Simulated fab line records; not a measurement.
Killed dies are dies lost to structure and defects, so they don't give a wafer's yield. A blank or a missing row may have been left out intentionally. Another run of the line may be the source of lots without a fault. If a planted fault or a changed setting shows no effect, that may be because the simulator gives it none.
Split-lot experiment :: flow sfq line :: on a route of 325 steps: 5 lots, 23 wafers read

ON THE SPLIT
At SFQ_TRILAYER_M2_DEP_SPUTTER_055 (material Nb, target thk 200 nm, time 133.3 s), the setting time s was moved away from the recipe's 133.3 s on 9 of the 23 wafers read, by -12.4% to +10.4%. For the rest of the wafers, this setting stayed at what the recipe calls for.

There is no step in the file separating the split from the reading.

THE READING
At SFQ_M2_RS_MEAS_914, a four-point-probe measurement gives M2_NB_RS in ohm/sq. A value of 0.894 ohm/sq with a standard deviation of 0.014 ohm/sq is what fault-free wafers of this fab line usually give.

wafer: L074.2
tool, chamber at the split: pvd sputter-03, -
time s as run, s: 133.3
against the recipe: recipe
M2_NB_RS, ohm/sq: 0.871
against lot-mates on the recipe: -

wafer: L074.4
tool, chamber at the split: pvd sputter-03, -
time s as run, s: 133.3
against the recipe: recipe
M2_NB_RS, ohm/sq: 0.867
against lot-mates on the recipe: -

wafer: L074.6
tool, chamber at the split: pvd sputter-03, -
time s as run, s: 133.3
against the recipe: recipe
M2_NB_RS, ohm/sq: 0.864
against lot-mates on the recipe: -

wafer: L075.1
tool, chamber at the split: pvd sputter-04, -
time s as run, s: 133.3
against the recipe: recipe
M2_NB_RS, ohm/sq: 0.910
against lot-mates on the recipe: -

wafer: L075.2
tool, chamber at the split: pvd sputter-04, -
time s as run, s: 124.2
against the recipe: -6.8%
M2_NB_RS, ohm/sq: 0.962
against lot-mates on the recipe: +0.062

wafer: L075.4
tool, chamber at the split: pvd sputter-04, -
time s as run, s: 133.3
against the recipe: recipe
M2_NB_RS, ohm/sq: 0.897
against lot-mates on the recipe: -

wafer: L075.5
tool, chamber at the split: pvd sputter-04, -
time s as run, s: 133.3
against the recipe: recipe
M2_NB_RS, ohm/sq: 0.893
against lot-mates on the recipe: -

wafer: L075.6
tool, chamber at the split: pvd sputter-04, -
time s as run, s: 124.2
against the recipe: -6.8%
M2_NB_RS, ohm/sq: 0.977
against lot-mates on the recipe: +0.077

wafer: L078.1
tool, chamber at the split: pvd sputter-03, -
time s as run, s: 147.1
against the recipe: +10.4%
M2_NB_RS, ohm/sq: 0.811
against lot-mates on the recipe: -0.078

wafer: L078.3
tool, chamber at the split: pvd sputter-03, -
time s as run, s: 147.1
against the recipe: +10.4%
M2_NB_RS, ohm/sq: 0.802
against lot-mates on the recipe: -0.087

wafer: L078.4
tool, chamber at the split: pvd sputter-03, -
time s as run, s: 147.1
against the recipe: +10.4%
M2_NB_RS, ohm/sq: 0.791
against lot-mates on the recipe: -0.098

wafer: L078.5
tool, chamber at the split: pvd sputter-03, -
time s as run, s: 133.3
against the recipe: recipe
M2_NB_RS, ohm/sq: 0.902
against lot-mates on the recipe: -

wafer: L078.6
tool, chamber at the split: pvd sputter-03, -
time s as run, s: 133.3
against the recipe: recipe
M2_NB_RS, ohm/sq: 0.876
against lot-mates on the recipe: -

wafer: L083.1
tool, chamber at the split: pvd sputter-03, -
time s as run, s: 133.3
against the recipe: recipe
M2_NB_RS, ohm/sq: 0.873
against lot-mates on the recipe: -

wafer: L083.2
tool, chamber at the split: pvd sputter-03, -
time s as run, s: 133.3
against the recipe: recipe
M2_NB_RS, ohm/sq: 0.901
against lot-mates on the recipe: -

wafer: L083.4
tool, chamber at the split: pvd sputter-03, -
time s as run, s: 116.8
against the recipe: -12.4%
M2_NB_RS, ohm/sq: 1.029
against lot-mates on the recipe: +0.137

wafer: L083.5
tool, chamber at the split: pvd sputter-03, -
time s as run, s: 116.8
against the recipe: -12.4%
M2_NB_RS, ohm/sq: 1.001
against lot-mates on the recipe: +0.109

wafer: L083.6
tool, chamber at the split: pvd sputter-03, -
time s as run, s: 133.3
against the recipe: recipe
M2_NB_RS, ohm/sq: 0.901
against lot-mates on the recipe: -

wafer: L085.1
tool, chamber at the split: pvd sputter-05, -
time s as run, s: 133.3
against the recipe: recipe
M2_NB_RS, ohm/sq: 0.913
against lot-mates on the recipe: -

wafer: L085.2
tool, chamber at the split: pvd sputter-05, -
time s as run, s: 133.3
against the recipe: recipe
M2_NB_RS, ohm/sq: 0.896
against lot-mates on the recipe: -

wafer: L085.3
tool, chamber at the split: pvd sputter-05, -
time s as run, s: 146.8
against the recipe: +10.1%
M2_NB_RS, ohm/sq: 0.828
against lot-mates on the recipe: -0.074

wafer: L085.4
tool, chamber at the split: pvd sputter-05, -
time s as run, s: 133.3
against the recipe: recipe
M2_NB_RS, ohm/sq: 0.896
against lot-mates on the recipe: -

wafer: L085.6
tool, chamber at the split: pvd sputter-05, -
time s as run, s: 146.8
against the recipe: +10.1%
M2_NB_RS, ohm/sq: 0.825
against lot-mates on the recipe: -0.077

THE FIT
A straight line over all 23 wafers: M2_NB_RS changes by -0.00895 ohm/sq for each +1% of time s; r = -0.96; the points scatter about the line by 0.017 ohm/sq.
The same after taking each lot's own level away (the mean of its wafers on the recipe; 23 wafers): -0.00896 ohm/sq for each +1%; r = -0.98; scatter 0.011 ohm/sq.
Per that fit: largest time s move, reading shift of 0.11 ohm/sq.
Across the lots, their own levels run from 0.8673 to 0.9017 ohm/sq, a range of 2.5 times the standard deviation given above.
The two slopes are in agreement: the lot-to-lot level therefore moves the slope only a little.
Check: with one of the wafers moved furthest among these (-12.4%) left out of the fit, the line predicts +0.108 ohm/sq for it against its lot-mates. Against them it came out at +0.137 ohm/sq.

THESE WAFERS: OTHER SPLITS
These wafers also went through other splits before the reading. Each is held against what the fit with the lots' levels taken away leaves over:
other split on the same wafers: SFQ_TRILAYER_INCOMING_OXIDATION_002 ox time s
wafers away from the commonest value: 15
r with M2_NB_RS (lot level and that fit taken away): -0.08

other split on the same wafers: SFQ_TRILAYER_L0_LITHO_COAT_010 resist thk nm
wafers away from the commonest value: 10
r with M2_NB_RS (lot level and that fit taken away): -0.24

other split on the same wafers: SFQ_TRILAYER_M0_LITHO_COAT_026 spin rpm
wafers away from the commonest value: 5
r with M2_NB_RS (lot level and that fit taken away): -0.01

other split on the same wafers: SFQ_TRILAYER_I0_VIA_LITHO_COAT_036 resist thk nm
wafers away from the commonest value: 7
r with M2_NB_RS (lot level and that fit taken away): -0.19

other split on the same wafers: SFQ_TRILAYER_I0_VIA_LITHO_PEB_034 peb time s
wafers away from the commonest value: 6
r with M2_NB_RS (lot level and that fit taken away): -0.12

other split on the same wafers: SFQ_TRILAYER_M1_DEP_SPUTTER_037 time s
wafers away from the commonest value: 9
r with M2_NB_RS (lot level and that fit taken away): +0.04

other split on the same wafers: SFQ_TRILAYER_M1_LITHO_EXPOSE_040 dose mj
wafers away from the commonest value: 5
r with M2_NB_RS (lot level and that fit taken away): -0.42

other split on the same wafers: SFQ_TRILAYER_M1_BARC_OPEN_METAL_ETCH_054 icp w
wafers away from the commonest value: 8
r with M2_NB_RS (lot level and that fit taken away): +0.28

other split on the same wafers: SFQ_TRILAYER_I1_VIA_LITHO_COAT_054 resist thk nm
wafers away from the commonest value: 8
r with M2_NB_RS (lot level and that fit taken away): -0.32

THE WHOLE CHAIN: every reading that the file lists as answering this split, in the file's order
step: SFQ_TRILAYER_M2_DEP_SPUTTER_055
what it does: material Nb, target thk 200 nm, time 133.3 s
reading: Nb_of_TRILAYER_M2_DEP_SPUTTER_055.thk nm (the simulator's own value, which no gauge read)
change (the file's fit): +1.94 nm for each +1% of the setting
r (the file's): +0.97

step: SFQ_M2_RS_MEAS_914
what it does: measures by four-point-probe
reading: M2_NB_RS
change (the file's fit): -0.00894 for each +1% of the setting
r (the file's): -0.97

FILE'S OWN FIT
M2_NB_RS changes by -0.00894 ohm/sq for each +1% of time s, r = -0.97.
